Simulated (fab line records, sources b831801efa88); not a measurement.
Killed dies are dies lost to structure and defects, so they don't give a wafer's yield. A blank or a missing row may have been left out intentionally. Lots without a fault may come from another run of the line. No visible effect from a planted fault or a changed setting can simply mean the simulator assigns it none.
Which tool was responsible?    flow gf180mcu    45 wafers from 15 lots sampled at 4 of the route's 602 steps

WHAT EACH GAUGE READ, for each wafer
GF_V1_CD_MEAS_14: the cd target is 260 nm.
lot   measured      on        cdNm (nm)
L101  day 17 10:10  cdSem-02  259.0 258.4 259.5
L104  day 18 21:28  cdSem-01  260.1 261.6 260.9
L103  day 18 22:44  cdSem-02  259.4 259.4 259.4
L105  day 19 09:41  cdSem-01  257.9 257.7 258.6
L107  day 19 22:28  cdSem-01  259.0 257.7 258.2
L108  day 20 16:11  cdSem-01  261.2 262.3 261.1
L109  day 20 20:56  cdSem-02  258.4 258.5 259.2
L110  day 20 21:53  cdSem-01  260.8 260.9 260.9
L113  day 21 20:41  cdSem-01  259.9 258.3 258.2
L114  day 22 17:26  cdSem-01  259.8 259.1 257.8
L116  day 23 05:25  cdSem-02  259.5 259.7 259.1
L120  day 24 12:20  cdSem-01  259.3 260.4 259.6
L121  day 25 03:36  cdSem-02  - - -
L123  day 25 08:34  cdSem-02  - - -
L124  day 25 20:29  cdSem-02  - - -

WHAT TOOL EACH LOT RAN ON (gives the tool, then ch and the chambers of the sampled wafers, and finally the start)
lot   GF_CONTACT_CMP_27              GF_M1_SPUTTER_00             GF_V1_PEB_12
L101  cmp-02 ch 0,1,3, day 15 11:40  pvdSputter-03, day 15 11:58  lithoTrack-04 ch 0, day 17 09:49
L104  cmp-01 ch 0,2,3, day 16 20:38  pvdSputter-04, day 16 20:56  lithoTrack-01 ch 0, day 18 21:07
L103  cmp-01 ch 1,2,3, day 16 22:22  pvdSputter-01, day 16 22:31  lithoTrack-04 ch 0, day 18 22:24
L105  cmp-02 ch 0,3, day 17 08:08    pvdSputter-03, day 17 08:26  lithoTrack-04 ch 0, day 19 09:21
L107  cmp-01 ch 0,2,3, day 17 21:10  pvdSputter-01, day 17 21:22  lithoTrack-01 ch 0, day 19 22:07
L108  cmp-02 ch 2,3, day 18 16:49    pvdSputter-01, day 18 17:04  lithoTrack-02 ch 0, day 20 15:50
L109  cmp-01 ch 0,1,3, day 18 20:19  pvdSputter-03, day 18 20:37  lithoTrack-01 ch 0, day 20 20:35
L110  cmp-02 ch 0,1,2, day 18 21:06  pvdSputter-01, day 18 21:21  lithoTrack-01 ch 0, day 20 21:32
L113  cmp-02 ch 0,3, day 19 20:28    pvdSputter-03, day 19 20:46  lithoTrack-01 ch 0, day 21 20:20
L114  cmp-02 ch 0,1, day 20 14:15    pvdSputter-01, day 20 14:33  lithoTrack-01 ch 0, day 22 17:05
L116  cmp-02 ch 1,2,3, day 21 03:16  pvdSputter-04, day 21 03:34  lithoTrack-04 ch 0, day 23 05:04
L120  cmp-02 ch 0,1,3, day 22 13:20  pvdSputter-04, day 22 13:32  lithoTrack-01 ch 0, day 24 11:59
L121  cmp-01 ch 0,2, day 23 03:03    pvdSputter-03, day 23 03:21  lithoTrack-02, day 25 03:15
L123  cmp-02 ch 0,2,3, day 23 08:41  pvdSputter-04, day 23 08:59  lithoTrack-04, day 25 08:13
L124  cmp-01 ch 1,3, day 23 22:13    pvdSputter-03, day 23 22:28  lithoTrack-04, day 25 20:09
- GF_CONTACT_CMP_27: polishes, stops on SiO2, t overpolish 15 s, target thk 0 nm.
- GF_M1_SPUTTER_00: material Ti, target thk 37.5 nm, time 150 s.
- GF_V1_PEB_12: peb time 90 s.

WHAT THE TOOLS THEMSELVES READ (means of the sampled wafers that have a number; where no wafer has one, the mark that the record gives instead)
GF_CONTACT_CMP_27.
lot   tool    motorCurrentA (A)  overpolishRunS (s)  retainingRingPressureFrac  timeToEndpointS (s)
L101  cmp-02  11.9               15.003              1.000                      70.7
L104  cmp-01  11.1               15.006              0.999                      70.5
L103  cmp-01  11.1               14.989              1.001                      70.0
L105  cmp-02  12.1               15.006              1.002                      68.0
L107  cmp-01  11.0               15.000              1.000                      69.5
L108  cmp-02  11.3               15.000              1.001                      69.9
L109  cmp-01  10.9               14.997              1.002                      69.7
L110  cmp-02  11.6               14.997              1.001                      72.8
L113  cmp-02  11.8               14.996              0.999                      68.1
L114  cmp-02  11.7               14.995              1.001                      69.7
L116  cmp-02  11.4               14.997              0.996                      70.2
L120  cmp-02  11.4               14.985              1.001                      70.1
L121  cmp-01  11.4               14.992              0.997                      71.8
L123  cmp-02  12.0               14.999              1.000                      71.7
L124  cmp-01  11.2               15.005              0.999                      71.9

GF_M1_SPUTTER_00.
lot   tool           throttleValvePct (%)
L101  pvdSputter-03  30.4
L104  pvdSputter-04  30.3
L103  pvdSputter-01  30.5
L105  pvdSputter-03  30.8
L107  pvdSputter-01  30.5
L108  pvdSputter-01  30.6
L109  pvdSputter-03  30.5
L110  pvdSputter-01  30.7
L113  pvdSputter-03  30.9
L114  pvdSputter-01  30.7
L116  pvdSputter-04  30.0
L120  pvdSputter-04  29.8
L121  pvdSputter-03  30.6
L123  pvdSputter-04  30.1
L124  pvdSputter-03  30.7

GF_V1_PEB_12.
lot   tool           chillPlateTempC (C)  exhaustPa (Pa)
L101  lithoTrack-04  22.99                44.5
L104  lithoTrack-01  22.95                44.8
L103  lithoTrack-04  23.00                45.4
L105  lithoTrack-04  22.96                43.8
L107  lithoTrack-01  22.94                44.4
L108  lithoTrack-02  23.02                44.7
L109  lithoTrack-01  23.05                45.8
L110  lithoTrack-01  22.94                44.8
L113  lithoTrack-01  23.03                45.2
L114  lithoTrack-01  23.00                46.2
L116  lithoTrack-04  23.08                45.5
L120  lithoTrack-01  22.94                44.6
L121  lithoTrack-02  -                    -
L123  lithoTrack-04  -                    -
L124  lithoTrack-04  -                    -

THE ANSWER, worked out from the rows above alone
Rule: the usual values come from the lots themselves. The widest of any qualifying gaps counts: lots, ordered by their means at a reading, are off when they make up no more than a third of the lots, leave a main group of 4 or more, and stand apart from it by 3 or more times the standard deviation of that group's means. The tables above print the reading to a certain number of digits; a main group whose means all agree to those digits is not used. Also off: a lot with no number at a reading for which 4 or more lots have one. All remaining lots with rows at the step are treated as sound. The gauges are gone through in route order, then the tools' own readings, and for those a lot's mean is taken as printed above. The first step at which some lot is off is used, and at that step the reading that is off furthest; a lot without a number counts as furthest.
Off: L121, L123, L124, at GF_V1_CD_MEAS_14 (cdNm). Without a number there: L121, L123, L124. For the main group the mean is 259.5 nm and the standard deviation 1.
If a tool, at a process step before that reading, ran all the lots that are off and no sound lot after the first of them, it fits. Not tried: the gauges at GF_V1_CD_MEAS_14; whatever is off there is also off at GF_V1_PEB_12, on other tools, and gauge error can't account for it. Not one of the candidates tried fits.

WHAT THE SIMULATOR PUT IN
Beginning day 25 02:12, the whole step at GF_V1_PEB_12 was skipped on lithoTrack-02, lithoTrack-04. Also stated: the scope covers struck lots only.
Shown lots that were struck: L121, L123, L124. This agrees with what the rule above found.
